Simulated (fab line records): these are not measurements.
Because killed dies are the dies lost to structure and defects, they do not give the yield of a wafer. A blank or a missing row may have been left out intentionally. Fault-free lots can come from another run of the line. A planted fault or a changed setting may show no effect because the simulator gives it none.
Which tool was responsible? -- flow sky130 -- 24 lots, 72 wafers sampled, at 5 steps of a route of 708

WHAT EACH GAUGE READ, for each wafer
SKY_SPACER_THK_MEAS_01.
lot,measured,on,SPACER_CVD_00_THK (nm)
L074,day 22 18:59,filmMetro-02,43.4 43.5 43.7
L075,day 22 20:13,filmMetro-04,44.2 44.0 43.8
L076,day 22 22:29,filmMetro-04,43.9 43.9 43.8
L077,day 23 11:44,filmMetro-02,43.8 43.4 43.6
L078,day 24 01:01,filmMetro-02,43.3 43.1 43.8
L079,day 24 11:58,filmMetro-01,42.7 42.3 42.7
L081,day 24 19:45,filmMetro-04,43.3 43.3 43.4
L080,day 25 00:56,filmMetro-02,43.1 42.9 43.1
L082,day 25 11:19,filmMetro-04,42.9 42.9 43.0
L083,day 25 23:54,filmMetro-04,42.7 42.9 43.2
L084,day 26 10:15,filmMetro-04,43.1 43.2 42.6
L085,day 27 00:30,filmMetro-02,43.6 43.5 43.7
L090,day 29 02:56,filmMetro-01,43.8 43.5 43.6
L086,day 29 05:39,filmMetro-02,42.9 43.1 43.4
L087,day 29 09:47,filmMetro-04,43.2 43.4 43.2
L088,day 29 10:59,filmMetro-01,43.1 43.2 43.4
L089,day 29 12:12,filmMetro-01,44.0 44.2 43.7
L091,day 29 15:22,filmMetro-04,43.4 42.8 43.3
L092,day 29 20:20,filmMetro-02,44.0 43.7 43.5
L093,day 29 21:47,filmMetro-02,43.5 42.8 43.2
L094,day 30 05:20,filmMetro-04,42.5 42.8 43.2
L095,day 30 05:19,filmMetro-02,43.4 43.5 43.3
L096,day 30 17:38,filmMetro-04,42.9 42.7 42.8
L097,day 31 00:14,filmMetro-02,43.5 43.5 43.6

SKY_LOCAL_INTERCONNECT_THK_MEAS_02: measures by xrf.
lot,measured,on,LOCAL_INTERCONNECT_TIN_THK (nm)
L074,day 29 01:34,filmMetro-01,99.8 98.0 98.6
L075,day 29 04:35,filmMetro-03,99.2 97.5 99.2
L076,day 29 07:02,filmMetro-01,98.3 99.5 100.6
L077,day 29 16:05,filmMetro-03,97.5 97.5 99.4
L078,day 30 06:10,filmMetro-03,97.7 97.3 97.8
L079,day 30 14:48,filmMetro-03,98.2 98.4 99.2
L081,day 31 00:11,filmMetro-01,101.1 100.2 100.0
L080,day 31 03:55,filmMetro-03,98.5 98.3 98.8
L082,day 31 14:26,filmMetro-03,100.4 99.1 99.6
L083,day 32 01:26,filmMetro-01,100.1 100.5 100.6
L084,day 32 10:50,filmMetro-01,99.9 101.8 101.8
L085,day 33 00:56,filmMetro-03,99.9 100.1 99.5
L090,day 34 23:26,filmMetro-01,102.4 103.8 103.1
L086,day 35 01:23,filmMetro-03,100.6 99.2 101.4
L087,day 35 06:47,filmMetro-01,99.4 99.9 99.5
L088,day 35 07:59,filmMetro-02,102.7 101.2 102.1
L089,day 35 09:52,filmMetro-01,101.3 100.4 100.7
L091,day 35 11:54,filmMetro-03,100.2 97.7 99.5
L092,day 35 16:41,filmMetro-01,99.5 101.5 100.4
L093,day 35 18:14,filmMetro-03,97.9 98.2 98.2
L094,day 36 00:28,filmMetro-03,99.7 97.6 98.5
L095,day 36 01:11,filmMetro-02,99.1 101.0 98.0
L096,day 36 11:41,filmMetro-03,99.8 99.5 100.7
L097,day 36 17:41,filmMetro-01,102.1 100.7 100.7

EACH LOT AND THE TOOL THAT RAN IT (in order: tool; ch and the chambers of the sampled wafers; start)
lot,SKY_LDD_HVN_STRIP_09,SKY_POLY_CUT_ETCH_10,SKY_POLY_CUT_ETCH_11
L074,"plasmaAsher-01 ch 0,1, day 20 04:10","rieDiel-01 ch 0,1,3, day 24 01:32","rieDiel-01 ch 0,1,3, day 24 01:35"
L075,"plasmaAsher-01 ch 0,1, day 20 05:07","rieDiel-04 ch 0,3, day 24 02:47","rieDiel-04 ch 0,3, day 24 02:50"
L076,"plasmaAsher-01 ch 0,1, day 20 07:01","rieDiel-01 ch 2,3, day 24 04:59","rieDiel-01 ch 2,3, day 24 05:02"
L077,"plasmaAsher-04 ch 0,1, day 20 21:32","rieDiel-01 ch 0,1,3, day 24 17:29","rieDiel-01 ch 0,1,3, day 24 17:32"
L078,"plasmaAsher-04 ch 0,1, day 21 09:49","rieDiel-01 ch 1,2,3, day 25 06:13","rieDiel-01 ch 1,2,3, day 25 06:15"
L079,"plasmaAsher-04 ch 0,1, day 21 21:29","rieDiel-04 ch 1,2,3, day 25 17:43","rieDiel-04 ch 1,2,3, day 25 17:45"
L081,"plasmaAsher-02 ch 0,1, day 22 05:56","rieDiel-02 ch 1,2, day 26 01:41","rieDiel-02 ch 1,2, day 26 01:44"
L080,"plasmaAsher-01 ch 0,1, day 22 08:28","rieDiel-04 ch 0,2,3, day 26 07:35","rieDiel-04 ch 0,2,3, day 26 07:37"
L082,"plasmaAsher-01 ch 0,1, day 22 21:11","rieDiel-04 ch 1,2,3, day 26 17:29","rieDiel-04 ch 1,2,3, day 26 17:32"
L083,"plasmaAsher-01 ch 0,1, day 23 10:47","rieDiel-02 ch 0,1,2, day 27 06:34","rieDiel-02 ch 0,1,2, day 27 06:37"
L084,"plasmaAsher-04 ch 0,1, day 23 20:56","rieDiel-02 ch 1,2,3, day 27 16:46","rieDiel-02 ch 1,2,3, day 27 16:48"
L085,"plasmaAsher-04 ch 0,1, day 24 11:40","rieDiel-01 ch 0,2,3, day 28 05:32","rieDiel-01 ch 0,2,3, day 28 05:35"
L090,"plasmaAsher-01 ch 0,1, day 26 15:16","rieDiel-04 ch 1,2, day 30 06:59","rieDiel-04 ch 1,2, day 30 07:02"
L086,"plasmaAsher-01 ch 0,1, day 26 17:32","rieDiel-01 ch 0,1, day 30 09:41","rieDiel-01 ch 0,1, day 30 09:44"
L087,"plasmaAsher-02 ch 0,1, day 26 21:29","rieDiel-01 ch 0,1,3, day 30 14:08","rieDiel-01 ch 0,1,3, day 30 14:11"
L088,"plasmaAsher-01 ch 0, day 27 00:20","rieDiel-04 ch 1,3, day 30 15:41","rieDiel-04 ch 1,3, day 30 15:44"
L089,"plasmaAsher-01 ch 0,1, day 27 01:26","rieDiel-01 ch 0,3, day 30 16:59","rieDiel-01 ch 0,3, day 30 17:02"
L091,"plasmaAsher-04 ch 1, day 27 02:05","rieDiel-01 ch 0,2,3, day 30 19:53","rieDiel-01 ch 0,2,3, day 30 19:56"
L092,"plasmaAsher-04 ch 0,1, day 27 09:29","rieDiel-04 ch 0,1,3, day 31 01:05","rieDiel-04 ch 0,1,3, day 31 01:07"
L093,"plasmaAsher-01 ch 0,1, day 27 11:22","rieDiel-02 ch 0,3, day 31 01:38","rieDiel-02 ch 0,3, day 31 01:41"
L094,"plasmaAsher-02 ch 0,1, day 27 17:59","rieDiel-02 ch 0,3, day 31 09:34","rieDiel-02 ch 0,3, day 31 09:36"
L095,"plasmaAsher-01 ch 0,1, day 27 19:17","rieDiel-04 ch 0,2,3, day 31 09:55","rieDiel-04 ch 0,2,3, day 31 09:57"
L096,"plasmaAsher-01 ch 0,1, day 28 07:52","rieDiel-04 ch 0,3, day 31 21:17","rieDiel-04 ch 0,3, day 31 21:20"
L097,"plasmaAsher-04 ch 0,1, day 28 14:31","rieDiel-04 ch 1,2,3, day 32 03:47","rieDiel-04 ch 1,2,3, day 32 03:50"
- SKY_LDD_HVN_STRIP_09: strips in O2/N2.
- SKY_POLY_CUT_ETCH_10: etches BARC in N2/H2, stops on SiO2, time 45.9 s, target depth 60 nm.
- SKY_POLY_CUT_ETCH_11: etches Si3N4 in CF4/CH2F2/Ar, stops on poly-Si, time 42.5 s, target depth 60 nm.

WHAT THE TOOLS THEMSELVES READ (means of the sampled wafers that have a number; where no wafer has one, the mark that the record gives instead)
SKY_LDD_HVN_STRIP_09.
lot,tool,chamberPressureMTorr (mTorr),drypumpMotorCurrentA (A),oesProductAu (a.u.),stripTimeToEndpointS (s)
L074,plasmaAsher-01,1500.0,6.3,0.409,4.149
L075,plasmaAsher-01,1501.0,6.4,0.411,4.134
L076,plasmaAsher-01,1499.2,6.3,0.404,4.127
L077,plasmaAsher-04,1500.3,5.7,0.407,4.137
L078,plasmaAsher-04,1499.2,5.7,0.409,4.117
L079,plasmaAsher-04,1501.2,6.2,0.407,4.137
L081,plasmaAsher-02,1500.1,5.9,0.409,4.132
L080,plasmaAsher-01,1500.5,6.3,0.404,4.157
L082,plasmaAsher-01,1499.3,6.3,0.408,4.145
L083,plasmaAsher-01,1499.4,6.3,0.406,4.111
L084,plasmaAsher-04,1499.5,5.7,0.411,4.135
L085,plasmaAsher-04,1501.5,5.7,0.408,4.127
L090,plasmaAsher-01,1500.3,6.3,0.409,4.133
L086,plasmaAsher-01,1500.2,6.3,0.408,4.132
L087,plasmaAsher-02,1499.2,6.1,0.410,4.152
L088,plasmaAsher-01,1500.6,6.3,0.406,4.129
L089,plasmaAsher-01,1500.4,6.4,0.409,4.121
L091,plasmaAsher-04,1502.5,6.8,0.404,4.115
L092,plasmaAsher-04,1501.2,6.3,0.411,4.145
L093,plasmaAsher-01,1500.4,6.3,0.412,4.152
L094,plasmaAsher-02,1500.3,6.1,0.408,4.157
L095,plasmaAsher-01,1499.5,6.3,0.405,4.152
L096,plasmaAsher-01,1499.0,6.4,0.409,4.143
L097,plasmaAsher-04,1500.3,5.7,0.406,4.121

SKY_POLY_CUT_ETCH_10.
lot,tool,chamberPressureMTorr (mTorr),drypumpMotorCurrentA (A),oesProductAu (a.u.),throttleValvePct (%)
L074,rieDiel-01,29.992,6.3,0.855,13.228
L075,rieDiel-04,30.012,5.3,0.855,13.225
L076,rieDiel-01,29.991,5.8,0.854,13.226
L077,rieDiel-01,29.990,6.3,0.854,13.227
L078,rieDiel-01,29.987,6.0,0.855,13.221
L079,rieDiel-04,30.017,5.4,0.858,13.228
L081,rieDiel-02,30.022,6.1,0.853,13.223
L080,rieDiel-04,29.989,5.5,0.854,13.228
L082,rieDiel-04,29.993,5.4,0.858,13.222
L083,rieDiel-02,29.986,5.6,0.858,13.232
L084,rieDiel-02,30.000,6.1,0.852,13.231
L085,rieDiel-01,30.002,6.0,0.855,13.223
L090,rieDiel-04,30.009,5.6,0.852,13.237
L086,rieDiel-01,30.014,6.4,0.855,13.229
L087,rieDiel-01,29.990,6.2,0.853,13.226
L088,rieDiel-04,30.013,5.1,0.857,13.236
L089,rieDiel-01,30.023,6.3,0.856,13.221
L091,rieDiel-01,30.002,6.0,0.853,13.220
L092,rieDiel-04,30.026,5.5,0.854,13.224
L093,rieDiel-02,29.999,5.3,0.853,13.230
L094,rieDiel-02,30.013,5.2,0.853,13.227
L095,rieDiel-04,30.012,5.5,0.854,13.229
L096,rieDiel-04,30.026,5.3,0.849,13.224
L097,rieDiel-04,30.010,5.4,0.852,13.232

SKY_POLY_CUT_ETCH_11.
lot,tool,chamberPressureMTorr (mTorr),drypumpMotorCurrentA (A),oesProductAu (a.u.),throttleValvePct (%)
L074,rieDiel-01,39.99,6.3,0.831,14.991
L075,rieDiel-04,39.97,5.3,0.831,14.996
L076,rieDiel-01,39.99,5.8,0.836,14.993
L077,rieDiel-01,39.98,6.2,0.831,14.992
L078,rieDiel-01,40.01,6.0,0.824,14.994
L079,rieDiel-04,40.03,5.4,0.827,14.996
L081,rieDiel-02,40.01,6.2,0.823,14.992
L080,rieDiel-04,40.01,5.5,0.835,14.987
L082,rieDiel-04,39.97,5.4,0.834,14.990
L083,rieDiel-02,39.96,5.6,0.833,14.997
L084,rieDiel-02,40.00,6.1,0.836,14.995
L085,rieDiel-01,40.02,6.0,0.826,14.987
L090,rieDiel-04,40.04,5.6,0.823,14.995
L086,rieDiel-01,40.02,6.5,0.825,14.993
L087,rieDiel-01,39.99,6.2,0.828,14.996
L088,rieDiel-04,39.99,5.1,0.827,14.998
L089,rieDiel-01,40.04,6.4,0.830,14.990
L091,rieDiel-01,40.00,6.0,0.829,14.991
L092,rieDiel-04,40.02,5.5,0.827,14.995
L093,rieDiel-02,39.94,5.2,0.840,14.992
L094,rieDiel-02,40.02,5.2,0.830,15.005
L095,rieDiel-04,40.02,5.5,0.830,14.991
L096,rieDiel-04,39.98,5.3,0.832,14.988
L097,rieDiel-04,39.96,5.4,0.827,14.995

THE ANSWER, worked out from the rows above alone
Rule: usual is defined by the lots themselves. The widest of any qualifying gaps counts: lots, ordered by their means at a reading, are off when they make up no more than a third of the lots, leave a main group of 4 or more, and stand apart from it by 3 or more times the standard deviation of that group's means. If all means in a main group match to the digits the tables above print for the reading, that group is not used. Also off: a lot with no number at a reading for which 4 or more lots have one. All remaining lots with rows at the step are treated as sound. First the gauges in route order, then the tools' own readings, where a lot's mean is used as printed above. The first step at which some lot is off is used, and at that step the reading that is off furthest; a lot without a number counts as furthest.
No lot is off on any of the readings shown, so nothing can be concluded from this.

WHAT HAD BEEN PUT IN BY THE SIMULATOR
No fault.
